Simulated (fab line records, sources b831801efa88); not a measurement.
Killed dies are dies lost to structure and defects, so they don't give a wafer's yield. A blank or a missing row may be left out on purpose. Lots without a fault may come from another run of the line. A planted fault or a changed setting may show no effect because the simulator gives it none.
Chamber matching | flow gf180mcu | GF_V3_CMP_26 on cmp-02: 4 sister chambers
The step polishes, stops on SiO2, t overpolish 15 s, target thk 0 nm. 33 wafers are shown with their chamber, then 12 later ones without.

WAFERS WITH THEIR CHAMBER
wafer  | chamber | time_to_endpoint_s (s) | motor_current_A (A) | overpolish_run_s (s)
L074.4 | 2       | 79                     | 10.3                | 15.000
L074.5 | 1       | 88                     | 11.1                | 14.990
L074.6 | 2       | 77                     | 11.1                | 15.014
L077.2 | 2       | 74                     | 10.7                | 14.993
L077.3 | 3       | 88                     | 11.6                | 14.998
L077.5 | 2       | 73                     | 10.7                | 15.008
L079.1 | 1       | 85                     | 11.0                | 14.967
L079.3 | 2       | 69                     | 9.8                 | 15.012
L079.4 | 0       | 74                     | 11.7                | 15.001
L081.2 | 1       | 91                     | 11.6                | 14.992
L081.5 | 3       | 96                     | 11.4                | 15.006
L081.6 | 0       | 81                     | 12.2                | 15.007
L082.2 | 1       | 89                     | 11.4                | 15.000
L082.4 | 3       | 93                     | 11.3                | 15.005
L082.5 | 2       | 78                     | 10.5                | 14.990
L083.1 | 2       | 73                     | 10.4                | 14.993
L083.2 | 0       | 75                     | 11.3                | 15.011
L083.6 | 3       | 89                     | 12.2                | 14.995
L084.1 | 0       | 71                     | 12.6                | 15.003
L084.3 | 1       | 80                     | 11.5                | 15.001
L084.6 | 0       | 71                     | 11.8                | 15.007
L085.1 | 1       | 84                     | 11.5                | 14.995
L085.3 | 3       | 88                     | 11.9                | 14.994
L085.6 | 3       | 89                     | 11.8                | 15.006
L086.3 | 0       | 79                     | 11.6                | 14.991
L086.5 | 0       | 75                     | 12.4                | 15.006
L086.6 | 1       | 84                     | 11.8                | 14.978
L090.1 | 1       | 80                     | 11.7                | 15.011
L090.4 | 0       | 72                     | 11.9                | 15.010
L090.5 | 3       | 86                     | 11.9                | 15.010
L091.2 | 1       | 84                     | 11.5                | 15.001
L091.3 | 2       | 71                     | 10.3                | 15.005
L091.6 | 2       | 69                     | 9.7                 | 15.009

SIGNATURES (means of the wafers above)
reading            | chamber 0 | chamber 1 | chamber 2 | chamber 3 | scatter within a chamber
time_to_endpoint_s | 74.75     | 85.00     | 73.67     | 89.86     | 3.66
motor_current_A    | 11.938    | 11.456    | 10.389    | 11.729    | 0.372
overpolish_run_s   | 15.00450  | 14.99278  | 15.00267  | 15.00200  | 0.00943
Rule: a wafer's distance from a chamber is the root of the sum, over the readings, of the square of ((its reading less the chamber's mean) divided by the reading's scatter). The wafer belongs to the nearest chamber; if the next one is less than 2 further off, it can't be placed. The scatter: the root of (the sum of the squares of (reading less its chamber's mean) over the shown wafers, divided by (wafers less chambers)).

WAFERS WITHOUT THEIR CHAMBER
wafer  | time_to_endpoint_s (s) | motor_current_A (A) | overpolish_run_s (s)
L093.1 | 73                     | 12.4                | 15.003
L093.3 | 88                     | 12.0                | 14.990
L093.6 | 75                     | 11.9                | 15.025
L094.1 | 92                     | 12.4                | 14.990
L094.4 | 74                     | 10.3                | 14.999
L094.5 | 86                     | 11.1                | 15.005
L095.1 | 92                     | 11.5                | 15.010
L095.3 | 74                     | 10.3                | 14.985
L095.4 | 78                     | 11.4                | 14.998
L097.1 | 88                     | 10.9                | 15.009
L097.2 | 78                     | 12.4                | 14.996
L097.6 | 80                     | 12.9                | 14.998

WHICH CHAMBER EACH WENT THROUGH
wafer  | from the rows above               | in truth
L093.1 | 0                                 | 0
L093.3 | can't be placed: 3 or 1           | 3
L093.6 | 0                                 | 0
L094.1 | can't be placed: 3 or 1           | 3
L094.4 | 2                                 | 2
L094.5 | can't be placed: 1 or 3           | 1
L095.1 | can't be placed: 3 or 1           | 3
L095.3 | 2                                 | 2
L095.4 | can't be placed: 0 or 1 or 2 or 3 | 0
L097.1 | can't be placed: 3 or 1 or 2      | 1
L097.2 | can't be placed: 0 or 1 or 3      | 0
L097.6 | can't be placed: 0 or 1 or 3      | 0
Placed correctly: 4 of 12. Can't be placed from these rows: 8 (the true chamber is among the candidates in 8). Placed wrongly: 0.
